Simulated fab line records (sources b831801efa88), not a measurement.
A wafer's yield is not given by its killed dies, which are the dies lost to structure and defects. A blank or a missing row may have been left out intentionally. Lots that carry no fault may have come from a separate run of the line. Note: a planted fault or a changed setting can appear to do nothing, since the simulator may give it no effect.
The tool behind it: which one? ; flow sky130 ; Sampling: 14 lots, 42 wafers, 3 of 708 route steps

## WHAT THE GAUGES SHOWED, per wafer
SKY_VT_ADJUST_LVTN_OVL_MEAS_18.
lot;measured;on;VT_ADJUST_LVTN_01_OVL (nm)
L875;day 8 04:20;overlay-02;1.8 2.1 1.5
L876;day 8 13:16;overlay-02;-2.0 -1.6 -1.9
L877;day 8 21:13;overlay-02;0.6 0.9 2.1
L878;day 8 23:52;overlay-01;3.5 2.3 2.1
L879;day 9 06:28;overlay-01;1.1 4.2 2.0
L880;day 9 15:34;overlay-01;1.3 1.4 1.4
L881;day 9 19:04;overlay-02;1.7 -0.2 1.9
L882;day 10 05:43;overlay-02;1.4 -0.1 3.4
L885;day 11 02:43;overlay-01;4.7 3.3 2.1
L886;day 11 05:44;overlay-01;0.1 1.9 1.3
L890;day 12 08:10;overlay-01;3.3 2.8 3.3
L891;day 12 16:16;overlay-01;0.4 1.2 2.4
L892;day 13 04:07;overlay-02;2.0 -0.2 -0.4
L895;day 14 03:29;overlay-01;1.7 0.7 1.9

SKY_VT_ADJUST_LVTN_TW_MEAS_21.
lot;measured;on;VT_ADJUST_LVTN_2_TW
L875;day 8 04:38;film_metro-04;188.8 190.2 188.4
L876;day 8 13:33;film_metro-02;187.4 185.9 186.9
L877;day 8 21:31;film_metro-01;190.1 190.1 188.5
L878;day 9 00:09;film_metro-02;189.0 188.7 189.3
L879;day 9 06:45;film_metro-01;187.7 188.5 188.2
L880;day 9 15:51;film_metro-02;189.5 188.7 189.7
L881;day 9 19:22;film_metro-04;188.4 188.2 188.3
L882;day 10 06:01;film_metro-01;187.0 187.6 187.9
L885;day 11 03:01;film_metro-02;187.6 187.6 188.9
L886;day 11 06:02;film_metro-04;189.6 188.7 188.7
L890;day 12 08:28;film_metro-01;190.0 189.8 189.6
L891;day 12 16:34;film_metro-02;187.2 187.2 187.1
L892;day 13 04:25;film_metro-04;188.0 187.3 186.9
L895;day 14 03:46;film_metro-01;188.0 188.2 188.7

SKY_SONOS_ONO_THK_MEAS_01.
lot;measured;on;SONOS_ONO_OXIDATION_THK (nm)
L875;day 11 23:30;film_metro-02;2.67 2.65 2.71
L876;day 12 10:06;film_metro-03;2.65 2.58 2.56
L877;day 12 17:44;film_metro-03;2.70 2.58 2.62
L878;day 12 19:04;film_metro-01;2.49 2.54 2.49
L879;day 13 04:56;film_metro-02;2.59 2.67 2.59
L880;day 13 16:55;film_metro-01;2.54 2.58 2.53
L881;day 13 22:35;film_metro-02;2.53 2.48 2.57
L882;day 14 08:09;film_metro-02;2.50 2.50 2.37
L885;day 15 11:46;film_metro-02;2.52 2.51 2.54
L886;day 15 15:48;film_metro-02;2.53 2.55 2.59
L890;day 16 21:08;film_metro-02;2.49 2.58 2.54
L891;day 17 06:27;film_metro-02;2.59 2.61 2.57
L892;day 17 20:49;film_metro-01;2.50 2.56 2.54
L895;day 19 01:36;film_metro-03;2.69 2.54 2.62

## WHICH TOOL RAN EACH LOT (tool, then ch and the chambers of the sampled wafers, then the start)
No process step before these readings appears in the record.

## WHAT THE TOOLS THEMSELVES READ (means of the sampled wafers that have a number; where no wafer has one, the mark that the record gives instead)
The record holds no such reading with a usual standard deviation.

## THE ANSWER, worked out from the rows above alone
Rule: usual is defined by the lots themselves. The widest of any qualifying gaps counts: lots, ordered by their means at a reading, are off when they make up no more than a third of the lots, leave a main group of 4 or more, and stand apart from it by 3 or more times the standard deviation of that group's means. The tables above print the reading to a certain number of digits; a main group whose means all agree to those digits is not used. Also off: a lot with no number at a reading for which 4 or more lots have one. The other lots that the step has rows for count as sound. After the gauges, taken in route order, come the tools' own readings; for these a lot's mean is taken, as printed above. The first step at which some lot is off is used, and at that step the reading that is off furthest; a lot without a number counts as furthest.
Across all readings shown, no lot is off: no conclusion can be drawn from this.

## WHAT THE SIMULATOR PUT IN
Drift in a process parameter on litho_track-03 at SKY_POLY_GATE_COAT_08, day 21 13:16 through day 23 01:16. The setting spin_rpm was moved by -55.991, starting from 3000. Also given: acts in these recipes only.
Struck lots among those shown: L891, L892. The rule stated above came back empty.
